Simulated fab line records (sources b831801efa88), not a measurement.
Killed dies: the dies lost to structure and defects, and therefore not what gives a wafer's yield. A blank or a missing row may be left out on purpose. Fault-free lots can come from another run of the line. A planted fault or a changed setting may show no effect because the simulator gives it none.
fab line records	flow sky130
record lots=24	wafers=72	lastDay=50
route steps=708 shown CONTACT@420 VIA3@594 CAP2M@605 VIA4@656 PAD_OPEN@702
lots with no fault: from the same line, run without faults
startH: hours from the record's first day to the start of the lot's first wafer shown	waitH: hours elapsed since this lot's preceding step	" identical to the entry in the row above	L1.1+2: several wafers, shown together as one row	- either no value or no given start	* or withheld: withheld	< > ~ a bound
route shown NAME@n: a module of which the file shows steps, and the number in the route of the first	usual: average and standard deviation across the fault-free wafers	same: alike in all rows	chamber/n: place in a boat	sites: the reading at each site	_std_site: the standard deviation of these	_edge_site: outer sites' mean less inner sites'	radiusMm: how far each site lies from the wafer's centre	mask NAME#n: copy n	behind: the most recent tool/chamber to have shaped the wafer	hold: reason for holding the lot/hours on hold/outcome of the hold	device: the transistor (n, p or np) that didn't switch	end of line: the route-end tests of the same wafers	step lacking rows: just its recipe	killed: not the wafer's yield, but the dies lost to structure and defects at the first sort	map: a wafer's dies, marking killed ones x, the rest . and places with no die _
set.NAME: the setting as run; set.NAME@STEP: as run at that earlier step	model.NAME: the simulator's own value behind a step, which no gauge read
one table for each step of the route and one row for each wafer, over a sample of lots
services: when a tool's chamber went out of use (startH, in hours from the record's first day, below 0 if earlier), for how many hours, and the reason
## steps
# step SKY_CONTACT_CD_MEAS_14
# recipe targetCdNm=170
# usual cdNm=169.8/1.2
lot.wafer	tool	chamber	startH	waitH	cdNm
L074.2	cdSem-01	-	745.06	-	170.2
L074.3	"	-	"	"	169.1
L074.4	"	-	"	"	170.2
L075.2	cdSem-02	-	746.24	-	168.5
L075.3	"	-	"	"	168.2
L075.4	"	-	"	"	168.3
L076.1	cdSem-01	-	757.49	-	169.8
L076.4	"	-	"	"	170.6
L076.5	"	-	"	"	170.1
L077.1	cdSem-02	-	776.09	-	169.8
L077.4	"	-	"	"	169.4
L077.6	"	-	"	"	170.3
L079.1	cdSem-02	-	784.42	-	167.0
L079.2	"	-	"	"	166.6
L079.6	"	-	"	"	170.0
L078.1	cdSem-02	-	785.07	-	169.2
L078.3	"	-	"	"	170.9
L078.6	"	-	"	"	168.8
L080.3	cdSem-02	-	785.26	-	170.1
L080.5	"	-	"	"	168.5
L080.6	"	-	"	"	169.4
L081.2	cdSem-02	-	814.16	-	169.0
L081.5	"	-	"	"	169.9
L081.6	"	-	"	"	169.2
L083.1	cdSem-02	-	819.54	-	170.3
L083.2	"	-	"	"	170.1
L083.5	"	-	"	"	169.5
L082.1	cdSem-02	-	823.56	-	168.8
L082.2	"	-	"	"	169.4
L082.3	"	-	"	"	169.3
L084.1	cdSem-02	-	828.77	-	169.0
L084.2	"	-	"	"	169.5
L084.3	"	-	"	"	169.9
L085.1	cdSem-02	-	839.34	-	170.7
L085.3	"	-	"	"	169.6
L085.4	"	-	"	"	170.2
L086.1	cdSem-01	-	845.59	-	171.2
L086.3	"	-	"	"	169.5
L086.6	"	-	"	"	169.6
L088.1	cdSem-02	-	863.59	-	171.5
L088.3	"	-	"	"	170.7
L088.6	"	-	"	"	171.4
L087.2	cdSem-02	-	865.69	-	170.8
L087.4	"	-	"	"	168.6
L087.6	"	-	"	"	169.8
L089.1	cdSem-01	-	867.32	-	168.9
L089.3	"	-	"	"	168.7
L089.6	"	-	"	"	170.2
L090.4	cdSem-02	-	867.73	-	167.7
L090.5	"	-	"	"	169.5
L090.6	"	-	"	"	168.8
L091.3	cdSem-02	-	873.38	-	169.6
L091.4	"	-	"	"	169.3
L091.5	"	-	"	"	168.2
L092.1	cdSem-01	-	876.37	-	168.6
L092.4	"	-	"	"	168.4
L092.5	"	-	"	"	167.2
L093.3	cdSem-01	-	889.31	-	172.1
L093.4	"	-	"	"	171.9
L093.5	"	-	"	"	172.4
L094.3	cdSem-01	-	891.96	-	171.3
L094.4	"	-	"	"	169.6
L094.6	"	-	"	"	169.6
L095.1	cdSem-01	-	897.97	-	171.1
L095.5	"	-	"	"	171.5
L095.6	"	-	"	"	171.6
L096.2	cdSem-02	-	908.09	-	169.9
L096.3	"	-	"	"	169.2
L096.5	"	-	"	"	171.9
L097.1	cdSem-01	-	910.62	-	170.1
L097.5	"	-	"	"	170.6
L097.6	"	-	"	"	169.9
# step SKY_VIA3_CVD_21
# recipe material=W	targetThkNm=390	timeS=117.31	tempC=400	pressureTorr=40
# usual heaterPowerW=898/65
lot.wafer	tool	chamber	startH	waitH	heaterPowerW
L074.2	cvdW-02	0	940.33	0.0	849
L074.3	"	0	"	"	823
L074.4	"	1	"	"	1016
L075.2	cvdW-02	0	942.13	0.0	849
L075.3	"	1	"	"	1030
L075.4	"	0	"	"	846
L076.1	cvdW-01	0	951.50	0.0	912
L076.4	"	0	"	"	912
L076.5	"	0	"	"	923
L077.1	cvdW-02	1	966.47	0.0	1006
L077.4	"	1	"	"	1037
L077.6	"	1	"	"	1017
L079.1	cvdW-02	0	975.81	0.0	826
L079.2	"	1	"	"	1011
L079.6	"	0	"	"	844
L078.1	cvdW-02	0	976.04	0.0	858
L078.3	"	0	"	"	846
L078.6	"	1	"	"	1011
L080.3	cvdW-01	1	976.69	0.1	836
L080.5	"	1	"	"	844
L080.6	"	0	"	"	935
L081.2	cvdW-01	0	1001.55	0.0	919
L081.5	"	0	"	"	940
L081.6	"	1	"	"	833
L083.1	cvdW-01	0	1007.60	0.0	920
L083.2	"	1	"	"	842
L083.5	"	0	"	"	910
L082.1	cvdW-02	0	1010.30	0.0	852
L082.2	"	1	"	"	1000
L082.3	"	0	"	"	846
L084.1	cvdW-01	0	1014.23	0.0	929
L084.2	"	1	"	"	842
L084.3	"	0	"	"	896
L085.1	cvdW-01	1	1023.72	0.0	851
L085.3	"	1	"	"	820
L085.4	"	0	"	"	912
L086.1	cvdW-01	1	1029.40	0.0	825
L086.3	"	0	"	"	908
L086.6	"	0	"	"	906
L088.1	cvdW-01	0	1045.56	0.0	934
L088.3	"	1	"	"	842
L088.6	"	1	"	"	832
L087.2	cvdW-01	0	1046.80	0.0	914
L087.4	"	1	"	"	861
L087.6	"	1	"	"	848
L090.4	cvdW-01	1	1047.87	0.1	842
L090.5	"	1	"	"	861
L090.6	"	0	"	"	906
L089.1	cvdW-01	1	1048.75	0.0	831
L089.3	"	0	"	"	895
L089.6	"	0	"	"	916
L091.3	cvdW-01	1	1053.13	0.1	833
L091.4	"	0	"	"	903
L091.5	"	1	"	"	855
L092.1	cvdW-01	1	1056.57	0.0	844
L092.4	"	0	"	"	927
L092.5	"	1	"	"	845
L093.3	cvdW-01	1	1066.73	0.1	856
L093.4	"	0	"	"	897
L093.5	"	1	"	"	841
L094.3	cvdW-02	0	1069.33	0.1	853
L094.4	"	1	"	"	1042
L094.6	"	1	"	"	1028
L095.1	cvdW-01	1	1074.11	0.0	834
L095.5	"	0	"	"	950
L095.6	"	1	"	"	831
L096.2	cvdW-01	1	1080.83	0.0	849
L096.3	"	0	"	"	911
L096.5	"	1	"	"	863
L097.1	cvdW-02	0	1084.18	0.0	849
L097.5	"	0	"	"	846
L097.6	"	1	"	"	1029
# step SKY_VIA3_THK_MEAS_23
# recipe thkMeasGauge=xrf	reads=W_of_VIA3_CVD_21
# usual VIA3_W_THK=400/7.5
lot.wafer	tool	chamber	startH	waitH	VIA3_W_THK[nm]
L074.2	filmMetro-04	-	940.59	0.1	395
L074.3	"	-	"	"	394
L074.4	"	-	"	"	401
L075.2	filmMetro-04	-	942.38	0.1	395
L075.3	"	-	"	"	403
L075.4	"	-	"	"	390
L076.1	filmMetro-04	-	951.86	0.1	395
L076.4	"	-	"	"	392
L076.5	"	-	"	"	389
L077.1	filmMetro-04	-	966.72	0.1	404
L077.4	"	-	"	"	399
L077.6	"	-	"	"	401
L079.1	filmMetro-02	-	976.05	0.1	408
L079.2	"	-	"	"	411
L079.6	"	-	"	"	402
L078.1	filmMetro-04	-	976.28	0.1	399
L078.3	"	-	"	"	401
L078.6	"	-	"	"	407
L080.3	filmMetro-04	-	976.91	0.1	396
L080.5	"	-	"	"	397
L080.6	"	-	"	"	388
L081.2	filmMetro-04	-	1001.80	0.1	388
L081.5	"	-	"	"	389
L081.6	"	-	"	"	399
L083.1	filmMetro-03	-	1007.84	0.1	406
L083.2	"	-	"	"	407
L083.5	"	-	"	"	407
L082.1	filmMetro-02	-	1010.54	0.1	408
L082.2	"	-	"	"	409
L082.3	"	-	"	"	404
L084.1	filmMetro-04	-	1014.47	0.1	388
L084.2	"	-	"	"	392
L084.3	"	-	"	"	391
L085.1	filmMetro-04	-	1023.96	0.1	387
L085.3	"	-	"	"	388
L085.4	"	-	"	"	390
L086.1	filmMetro-02	-	1029.65	0.1	407
L086.3	"	-	"	"	405
L086.6	"	-	"	"	403
L088.1	filmMetro-02	-	1045.80	0.1	399
L088.3	"	-	"	"	401
L088.6	"	-	"	"	395
L087.2	filmMetro-02	-	1047.05	0.1	400
L087.4	"	-	"	"	399
L087.6	"	-	"	"	394
L090.4	filmMetro-03	-	1048.10	0.1	400
L090.5	"	-	"	"	399
L090.6	"	-	"	"	396
L089.1	filmMetro-04	-	1048.99	0.1	395
L089.3	"	-	"	"	397
L089.6	"	-	"	"	395
L091.3	filmMetro-03	-	1053.35	0.1	399
L091.4	"	-	"	"	401
L091.5	"	-	"	"	393
L092.1	filmMetro-02	-	1056.81	0.1	410
L092.4	"	-	"	"	406
L092.5	"	-	"	"	413
L093.3	filmMetro-04	-	1066.95	0.1	388
L093.4	"	-	"	"	391
L093.5	"	-	"	"	388
L094.3	filmMetro-03	-	1069.55	0.1	411
L094.4	"	-	"	"	416
L094.6	"	-	"	"	417
L095.1	filmMetro-03	-	1074.35	0.1	406
L095.5	"	-	"	"	406
L095.6	"	-	"	"	408
L096.2	filmMetro-03	-	1081.09	0.1	407
L096.3	"	-	"	"	405
L096.5	"	-	"	"	405
L097.1	filmMetro-04	-	1084.42	0.1	401
L097.5	"	-	"	"	399
L097.6	"	-	"	"	409
# step SKY_CAP2M_SPUTTER_02
# recipe material=TiN	targetThkNm=200	tempC=300	powerW=6500	timeS=166.7	chamberPressurePa=0.4
# usual substrateTempC=300.02/0.21	throttleValvePct=29.7/1.2
lot.wafer	tool	chamber	startH	waitH	substrateTempC	throttleValvePct
L074.2	pvdSputter-02	-	941.17	0.0	300.14	29.9
L074.3	"	-	"	"	299.98	28.8
L074.4	"	-	"	"	299.82	29.0
L075.2	pvdSputter-02	-	942.97	0.0	300.05	29.0
L075.3	"	-	"	"	300.08	29.8
L075.4	"	-	"	"	300.05	28.8
L076.1	pvdSputter-03	-	952.46	0.1	300.03	30.7
L076.4	"	-	"	"	299.91	29.1
L076.5	"	-	"	"	300.28	29.4
L077.1	pvdSputter-02	-	967.32	0.1	300.14	29.1
L077.4	"	-	"	"	300.13	30.0
L077.6	"	-	"	"	299.77	28.0
L079.1	pvdSputter-04	-	976.65	0.1	300.06	29.5
L079.2	"	-	"	"	299.91	32.1
L079.6	"	-	"	"	299.93	32.2
L078.1	pvdSputter-03	-	976.97	0.1	299.81	28.8
L078.3	"	-	"	"	300.09	29.7
L078.6	"	-	"	"	299.69	29.2
L080.3	pvdSputter-03	-	977.49	0.0	299.97	28.8
L080.5	"	-	"	"	300.27	28.7
L080.6	"	-	"	"	300.59	29.1
L081.2	pvdSputter-04	-	1002.39	0.0	300.09	29.3
L081.5	"	-	"	"	300.11	29.2
L081.6	"	-	"	"	299.84	29.7
L083.1	pvdSputter-04	-	1008.44	0.1	299.59	30.0
L083.2	"	-	"	"	299.85	29.0
L083.5	"	-	"	"	299.98	29.2
L082.1	pvdSputter-03	-	1011.15	0.1	300.30	28.7
L082.2	"	-	"	"	300.21	30.8
L082.3	"	-	"	"	299.66	29.6
L084.1	pvdSputter-03	-	1015.07	0.1	300.21	28.9
L084.2	"	-	"	"	299.96	29.5
L084.3	"	-	"	"	300.21	28.8
L085.1	pvdSputter-04	-	1024.56	0.1	299.72	29.3
L085.3	"	-	"	"	300.35	29.8
L085.4	"	-	"	"	300.41	29.6
L086.1	pvdSputter-04	-	1030.26	0.1	300.41	29.6
L086.3	"	-	"	"	300.21	29.4
L086.6	"	-	"	"	300.06	32.4
L088.1	pvdSputter-04	-	1046.39	0.1	300.01	29.1
L088.3	"	-	"	"	300.18	29.8
L088.6	"	-	"	"	299.98	29.3
L087.2	pvdSputter-02	-	1047.64	0.0	299.90	29.0
L087.4	"	-	"	"	299.98	27.7
L087.6	"	-	"	"	299.73	28.3
L090.4	pvdSputter-04	-	1048.67	0.0	300.19	29.3
L090.5	"	-	"	"	300.03	32.1
L090.6	"	-	"	"	300.07	29.8
L089.1	pvdSputter-02	-	1049.59	0.1	300.11	27.6
L089.3	"	-	"	"	300.06	30.0
L089.6	"	-	"	"	299.88	28.0
L091.3	pvdSputter-04	-	1053.93	0.0	300.17	29.5
L091.4	"	-	"	"	300.23	29.2
L091.5	"	-	"	"	299.89	29.7
L092.1	pvdSputter-03	-	1057.40	0.1	300.29	29.6
L092.4	"	-	"	"	300.22	29.0
L092.5	"	-	"	"	300.03	31.0
L093.3	pvdSputter-04	-	1067.52	0.0	299.99	29.6
L093.4	"	-	"	"	299.88	29.2
L093.5	"	-	"	"	299.97	29.4
L094.3	pvdSputter-04	-	1070.13	0.0	299.89	29.5
L094.4	"	-	"	"	299.83	29.8
L094.6	"	-	"	"	299.66	29.4
L095.1	pvdSputter-04	-	1074.95	0.1	300.19	29.5
L095.5	"	-	"	"	300.05	29.3
L095.6	"	-	"	"	299.77	32.3
L096.2	pvdSputter-02	-	1081.67	0.0	300.11	27.8
L096.3	"	-	"	"	300.11	29.0
L096.5	"	-	"	"	299.92	27.8
L097.1	pvdSputter-04	-	1085.16	0.1	300.20	29.5
L097.5	"	-	"	"	300.03	29.6
L097.6	"	-	"	"	300.40	32.1
# step SKY_VIA4_SPUTTER_17
# recipe material=TiN	targetThkNm=20	chamberPressurePa=5	powerW=4000	timeS=80
# usual throttleValvePct=29.6/1.2
lot.wafer	tool	chamber	startH	waitH	throttleValvePct
L074.2	pvdSputter-04	-	1015.42	0.0	32.2
L074.3	"	-	"	"	29.2
L074.4	"	-	"	"	29.4
L075.2	pvdSputter-01	-	1017.99	0.0	29.7
L075.3	"	-	"	"	28.1
L075.4	"	-	"	"	31.0
L076.1	pvdSputter-04	-	1025.19	0.0	29.4
L076.4	"	-	"	"	29.4
L076.5	"	-	"	"	32.5
L077.1	pvdSputter-01	-	1039.96	0.0	31.2
L077.4	"	-	"	"	29.5
L077.6	"	-	"	"	29.0
L079.1	pvdSputter-04	-	1048.20	0.0	32.4
L079.2	"	-	"	"	29.6
L079.6	"	-	"	"	32.1
L078.1	pvdSputter-02	-	1048.85	0.0	30.0
L078.3	"	-	"	"	29.0
L078.6	"	-	"	"	29.0
L080.3	pvdSputter-04	-	1049.53	0.0	29.5
L080.5	"	-	"	"	29.3
L080.6	"	-	"	"	29.5
L081.2	pvdSputter-01	-	1073.18	0.0	29.4
L081.5	"	-	"	"	28.3
L081.6	"	-	"	"	28.6
L083.1	pvdSputter-02	-	1078.07	0.0	30.0
L083.2	"	-	"	"	28.9
L083.5	"	-	"	"	27.9
L082.1	pvdSputter-04	-	1080.09	0.0	29.6
L082.2	"	-	"	"	32.3
L082.3	"	-	"	"	29.2
L084.1	pvdSputter-02	-	1082.61	0.0	29.0
L084.2	"	-	"	"	28.1
L084.3	"	-	"	"	28.9
L085.1	pvdSputter-04	-	1092.25	0.0	29.1
L085.3	"	-	"	"	29.1
L085.4	"	-	"	"	29.8
L086.1	pvdSputter-02	-	1097.19	0.0	28.7
L086.3	"	-	"	"	29.9
L086.6	"	-	"	"	28.7
L088.1	pvdSputter-04	-	1113.09	0.0	29.8
L088.3	"	-	"	"	29.1
L088.6	"	-	"	"	30.0
L087.2	pvdSputter-04	-	1114.23	0.0	32.4
L087.4	"	-	"	"	29.7
L087.6	"	-	"	"	32.2
L090.4	pvdSputter-01	-	1114.87	0.0	29.1
L090.5	"	-	"	"	29.1
L090.6	"	-	"	"	29.4
L089.1	pvdSputter-02	-	1115.69	0.0	30.0
L089.3	"	-	"	"	28.8
L089.6	"	-	"	"	27.9
L091.3	pvdSputter-01	-	1119.81	0.0	28.8
L091.4	"	-	"	"	31.6
L091.5	"	-	"	"	29.1
L092.1	pvdSputter-01	-	1123.80	0.0	29.6
L092.4	"	-	"	"	31.3
L092.5	"	-	"	"	29.3
L093.3	pvdSputter-02	-	1131.57	0.0	27.9
L093.4	"	-	"	"	29.3
L093.5	"	-	"	"	29.1
L094.3	pvdSputter-04	-	1134.27	0.0	29.5
L094.4	"	-	"	"	29.3
L094.6	"	-	"	"	29.7
L095.1	pvdSputter-01	-	1138.53	0.0	29.1
L095.5	"	-	"	"	29.1
L095.6	"	-	"	"	28.3
L096.2	pvdSputter-01	-	1145.05	0.0	29.7
L096.3	"	-	"	"	28.5
L096.5	"	-	"	"	29.7
L097.1	pvdSputter-01	-	1147.48	0.0	28.9
L097.5	"	-	"	"	29.7
L097.6	"	-	"	"	28.8
# step SKY_PAD_OPEN_STRIP_08
# recipe chemistry=O2/N2	powerW=1400	pressureMtorr=1500	platenTempC=withheld	overashFraction=0.7	o2FlowSccm=3000	n2FlowSccm=300
# usual drypumpMotorCurrentA=5.52/0.28	oesProductAu=0.663/0.0047	stripTimeToEndpointS=37.08/0.12
lot.wafer	tool	chamber	startH	waitH	drypumpMotorCurrentA	oesProductAu	rfHoursCounterH	stripTimeToEndpointS
L074.2	plasmaAsher-04	0	1083.17	0.1	5.53	0.665	32	36.96
L074.3	"	1	"	"	5.66	0.660	-	36.90
L074.4	"	0	"	"	5.54	0.662	-	37.06
L075.2	plasmaAsher-04	0	1087.22	0.1	5.53	0.665	32	37.09
L075.3	"	0	"	"	5.53	0.659	-	37.17
L075.4	"	1	"	"	5.71	0.660	-	37.14
L076.1	plasmaAsher-04	1	1093.14	0.1	5.73	0.659	32	37.07
L076.4	"	0	"	"	5.54	0.664	-	37.02
L076.5	"	0	"	"	5.56	0.661	-	37.05
L077.1	plasmaAsher-03	0	1104.17	0.1	5.37	0.672	70	37.25
L077.4	"	0	"	"	5.38	0.663	-	37.26
L077.6	"	0	"	"	5.39	0.659	-	37.19
L079.1	plasmaAsher-01	1	1113.77	0.1	5.94	0.660	96	36.95
L079.2	"	0	"	"	5.06	0.655	96	37.02
L079.6	"	0	"	"	5.07	0.661	-	36.93
L078.1	plasmaAsher-04	1	1114.49	0.1	5.70	0.664	34	37.13
L078.3	"	1	"	"	5.73	0.654	-	37.22
L078.6	"	1	"	"	5.67	0.661	-	37.14
L080.3	plasmaAsher-03	1	1114.71	0.1	5.42	0.660	-	36.90
L080.5	"	1	"	"	5.41	0.672	-	36.77
L080.6	"	0	"	"	5.39	0.672	-	36.92
L081.2	plasmaAsher-01	1	1136.24	0.1	5.91	0.659	97	36.91
L081.5	"	1	"	"	5.93	0.658	-	36.91
L081.6	"	0	"	"	5.05	0.662	-	36.95
L083.1	plasmaAsher-03	1	1141.07	0.1	5.39	0.658	73	37.19
L083.2	"	0	"	"	5.36	0.666	73	37.19
L083.5	"	0	"	"	5.37	0.664	-	37.12
L082.1	plasmaAsher-01	1	1142.59	0.1	5.95	0.667	98	37.15
L082.2	"	0	"	"	5.07	0.659	98	37.24
L082.3	"	1	"	"	5.93	0.671	-	37.17
L084.1	plasmaAsher-04	0	1143.74	0.1	5.56	0.660	37	37.03
L084.2	"	1	"	"	5.72	0.658	37	36.91
L084.3	"	1	"	"	5.71	0.669	-	36.97
L085.1	plasmaAsher-01	1	1153.52	0.1	5.91	0.665	99	37.17
L085.3	"	0	"	"	5.07	0.661	-	37.17
L085.4	"	1	"	"	5.94	0.670	-	37.16
L086.1	plasmaAsher-03	1	1157.13	0.1	5.45	0.669	74	37.18
L086.3	"	0	"	"	5.37	0.657	-	37.31
L086.6	"	0	"	"	5.37	0.662	-	37.36
L088.1	plasmaAsher-04	0	1171.09	0.1	5.55	0.666	40	36.94
L088.3	"	0	"	"	5.54	0.658	-	36.99
L088.6	"	0	"	"	5.53	0.657	-	37.07
L087.2	plasmaAsher-04	1	1171.93	0.1	5.72	0.662	40	37.04
L087.4	"	0	"	"	5.57	0.665	-	37.03
L087.6	"	1	"	"	5.72	0.660	-	37.07
L090.4	plasmaAsher-03	1	1172.86	0.1	5.44	0.660	-	37.04
L090.5	"	0	"	"	5.40	0.667	-	37.12
L090.6	"	1	"	"	5.43	0.666	-	37.08
L089.1	plasmaAsher-03	1	1174.08	0.1	5.44	0.666	76	37.05
L089.3	"	0	"	"	5.38	0.665	-	36.94
L089.6	"	1	"	"	5.45	0.661	-	36.94
L091.3	plasmaAsher-04	1	1177.96	0.1	5.69	0.660	-	37.18
L091.4	"	0	"	"	5.56	0.655	-	37.15
L091.5	"	1	"	"	5.69	0.658	-	37.07
L092.1	plasmaAsher-04	1	1182.42	0.1	5.77	0.667	41	37.18
L092.4	"	0	"	"	5.55	0.668	-	37.10
L092.5	"	0	"	"	5.55	0.666	-	37.19
L093.3	plasmaAsher-01	0	1187.16	0.1	5.06	0.665	-	37.14
L093.4	"	1	"	"	5.91	0.663	-	37.13
L093.5	"	0	"	"	5.05	0.664	-	37.21
L094.3	plasmaAsher-01	1	1188.53	0.1	5.93	0.656	-	37.14
L094.4	"	0	"	"	5.06	0.666	-	37.18
L094.6	"	1	"	"	5.97	0.655	-	37.17
L095.1	plasmaAsher-01	0	1192.68	0.1	5.05	0.667	102	36.87
L095.5	"	1	"	"	5.95	0.672	-	36.99
L095.6	"	0	"	"	5.05	0.668	-	36.93
L096.2	plasmaAsher-03	0	1198.54	0.1	5.34	0.655	79	37.13
L096.3	"	0	"	"	5.37	0.664	-	37.08
L096.5	"	0	"	"	5.36	0.652	-	36.95
L097.1	plasmaAsher-01	0	1199.73	0.1	5.05	0.664	103	37.05
L097.5	"	0	"	"	5.04	0.658	-	37.09
L097.6	"	1	"	"	5.92	0.664	-	37.06
## services
tool	chamber	startH	hours	kind
pvdSputter-04	0	934.94	-	consumableReplace:kit
cvdW-01	1	938.04	33.8	repair
plasmaAsher-04	-	952.09	2.5	repair
cvdW-02	-	955.42	1.4	repair
pvdSputter-04	-	956.48	3.4	repair
cvdW-02	-	958.81	1.4	repair
pvdSputter-02	-	968.61	0.7	repair
pvdSputter-02	-	982.93	3.2	repair
pvdSputter-02	-	984.59	14.8	repair
pvdSputter-02	-	998.39	8.0	repair
cvdW-02	0	999.74	7.0	repair
pvdSputter-01	-	1000.82	4.7	repair
plasmaAsher-04	-	1005.48	1.5	repair
cvdW-02	-	1036.44	14.6	pm
pvdSputter-03	-	1039.81	9.0	repair
pvdSputter-03	-	1065.12	14.2	repair
pvdSputter-01	-	1094.32	7.4	repair
cvdW-01	-	1103.23	14.6	pm
plasmaAsher-01	-	1123.76	3.1	repair
cvdW-01	-	1140.65	0.6	repair
plasmaAsher-01	-	1163.14	11.1	repair
cvdW-01	-	1173.26	1.5	repair
cvdW-01	1	1181.33	3.1	repair
cvdW-02	-	1186.97	0.9	repair
## key
fault none
